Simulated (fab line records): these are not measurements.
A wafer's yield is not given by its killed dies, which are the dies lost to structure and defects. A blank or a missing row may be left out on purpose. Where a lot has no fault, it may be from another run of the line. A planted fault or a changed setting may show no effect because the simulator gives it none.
A lot that was struck, set against a sound lot | flow sky130 | 14 out of 708 route steps
Sound: the wafers L855.4, L855.5, L855.6. Wafers L861.3, L861.4, L861.6 were the ones struck. Last of all comes the cause.
At each step with rows: each side's tool, then ch and its chambers, then its first start. Under that, the readings that differ: sound wafers | struck wafers | difference of the means | sigmas: that difference in standard deviations of wafers without a fault.
alike: readings with means less than 2 such deviations apart, plus words and numbers identical on both sides. not compared: withheld readings, readings lacking a value on some wafer, bounds such as >300 that could conceal the same value, and numbers that have no deviation in the record and whose values overlap.
The two part at a step that has a row with sigmas, a row that says differs or no value, or rows on one side only. Non-overlapping numbers with no deviation appear without sigmas and do not part them. Lack of a reading on every wafer of one side parts them only where that side has two or more wafers.

first, 6 steps without rows for these wafers: SKY_LDD_N_HMDS_01 (prime time 60 s); SKY_LDD_N_COAT_02 (resist thk 300 nm); SKY_LDD_N_SOFTBAKE_03 (time 60 s); SKY_LDD_N_EXPOSE_04 (exposes mask NTM, target cd 840 nm); SKY_LDD_N_PEB_05; SKY_LDD_N_DEVELOP_06 (develop time 60 s).
SKY_LDD_N_OVL_MEAS_07:
  struck on overlay-02, day 20 14:33; sound on overlay-01, day 18 04:22
  reading        | sound       | struck        | difference | sigmas
  LDD_N_OVL (nm) | 3.4 2.8 1.8 | -0.3 0.6 -0.3 | -2.7       | -2
then, 5 steps without rows for these wafers: SKY_LDD_N_IMPLANT_08; SKY_LDD_N_IMPLANT_09; SKY_LDD_N_IMPLANT_10; SKY_LDD_N_IMPLANT_11; SKY_LDD_N_IMPLANT_12.
SKY_LDD_N_IMPLANT_13:
  sound on implanter-03 ch 0, day 18 05:12; struck on implanter-01, day 20 15:23
  no value came back on the struck wafers for beam-energy-keV, beam-on-s (s), rotation-deg (degrees); on the sound wafers beam-energy-keV reads 49.996 50.018 49.996
after that, 1 step had no rows for these wafers: SKY_LDD_N_IMPLANT_14.

WHERE THEY PART
At SKY_LDD_N_OVL_MEAS_07 first; at SKY_LDD_N_IMPLANT_13 last (within this record only).

WHY: what had been put in by the simulator
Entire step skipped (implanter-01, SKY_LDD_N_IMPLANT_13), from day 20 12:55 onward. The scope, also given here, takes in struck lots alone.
